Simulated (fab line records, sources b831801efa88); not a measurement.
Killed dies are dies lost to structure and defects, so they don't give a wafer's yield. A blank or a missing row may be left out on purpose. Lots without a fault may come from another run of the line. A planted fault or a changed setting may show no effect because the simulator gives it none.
Which tool did it? | flow sky130 | 6 lots, 18 wafers sampled, at 3 steps of a route of 708

WHAT THE GAUGES READ, wafer by wafer
SKY_DNWELL_TW_MEAS_09.
lot  | measured    | on            | DNWELL_TW
L585 | day 3 09:32 | film_metro-03 | 1104 1100 1108
L587 | day 3 22:32 | film_metro-01 | 1125 1124 1132
L596 | day 5 21:25 | film_metro-03 | 1087 1085 1086
L599 | day 6 13:22 | film_metro-03 | 1117 1110 1109
L602 | day 7 06:48 | film_metro-03 | 1116 1117 1112
L605 | day 7 20:55 | film_metro-01 | 1120 1125 1122

WHICH TOOL RAN EACH LOT (tool, then ch and the chambers of the sampled wafers, then the start)
lot  | SKY_DNWELL_IMPLANT_07          | SKY_DNWELL_STRIP_08
L585 | implanter-03 ch 0, day 3 09:18 | plasma_asher-01 ch 0,1, day 3 09:25
L587 | implanter-03 ch 0, day 3 22:17 | plasma_asher-04 ch 0,1, day 3 22:25
L596 | implanter-01 ch 0, day 5 21:10 | plasma_asher-02 ch 0,1, day 5 21:19
L599 | implanter-03 ch 0, day 6 13:07 | plasma_asher-04 ch 0,1, day 6 13:16
L602 | implanter-03 ch 0, day 7 06:34 | plasma_asher-01 ch 0, day 7 06:41
L605 | implanter-03 ch 0, day 7 20:41 | plasma_asher-01 ch 0,1, day 7 20:49
- SKY_DNWELL_IMPLANT_07
- SKY_DNWELL_STRIP_08: strips in O2/N2.

THE ANSWER, worked out from the rows above alone
Rule: what is usual is taken from the lots themselves. Put in order of their means at a reading, lots are off if they are a third of the lots or fewer, leave a main group of 4 or more, and stand apart from it by a gap of 3 or more times the standard deviation of the main group's means; of several such gaps the widest counts. A main group whose means are all the same, to the digits that the tables above print for the reading, isn't used. A lot without any number at a reading at which 4 lots or more have one is off too. The other lots that the step has rows for count as sound.
No lot is off at any reading shown: from this, nothing can be told.

WHAT THE SIMULATOR HAD PUT IN
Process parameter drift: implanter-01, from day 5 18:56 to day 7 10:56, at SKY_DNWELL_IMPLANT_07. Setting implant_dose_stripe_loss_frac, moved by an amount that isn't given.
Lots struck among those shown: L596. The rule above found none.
